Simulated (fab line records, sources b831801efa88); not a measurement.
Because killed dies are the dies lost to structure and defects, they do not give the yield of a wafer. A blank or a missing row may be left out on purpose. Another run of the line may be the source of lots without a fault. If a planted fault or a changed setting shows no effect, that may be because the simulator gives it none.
Matching of chambers    flow gf180mcu    cmp-02 running GF_V5_CMP_26: 4 sister chambers
The step polishes, stops on SiO2, t overpolish 15 s, target thk 0 nm. 4 wafers are shown with their chamber, then 12 later ones without.

EACH WAFER AND ITS CHAMBER
wafer   chamber  time_to_endpoint_s (s)
L086.3  1        85
L089.6  3        88
L090.2  0        85
L090.5  2        79

WAFERS WITHOUT THEIR CHAMBER
wafer   time_to_endpoint_s (s)
L093.1  87
L093.2  81
L093.5  81
L094.2  86
L094.4  82
L094.6  83
L095.2  85
L095.3  81
L095.4  81
L097.4  82
L097.5  81
L097.6  84

WHICH CHAMBER EACH WENT THROUGH
wafer   from the rows above                in truth
L093.1  can't be placed: 3 or 0 or 1       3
L093.2  can't be placed: 2 or 0 or 1       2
L093.5  can't be placed: 2 or 0 or 1       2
L094.2  can't be placed: 0 or 1 or 3       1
L094.4  can't be placed: 0 or 1 or 2 or 3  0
L094.6  can't be placed: 0 or 1 or 2 or 3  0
L095.2  can't be placed: 0 or 1 or 3       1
L095.3  can't be placed: 2 or 0 or 1       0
L095.4  can't be placed: 2 or 0 or 1       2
L097.4  can't be placed: 0 or 1 or 2 or 3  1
L097.5  can't be placed: 2 or 0 or 1       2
L097.6  can't be placed: 0 or 1 or 3       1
Placed correctly: 0 of 12. From these rows, 12 cannot be placed; in 12 the true chamber is one of the candidates. Placed wrongly: 0.
How it was worked out, from the rows above alone: a wafer's distance from a chamber is the root of the sum, over the readings, of the square of ((its reading less the chamber's mean) divided by the reading's scatter). If the next closest chamber is less than 2 further off than the closest, the wafer can't be placed; otherwise it belongs to the closest. The mean given for a chamber averages the wafers shown for that chamber. The scatter (one wafer shown for each chamber): square how far every hidden wafer sits from the nearest shown wafer, average those squares and take the square root.
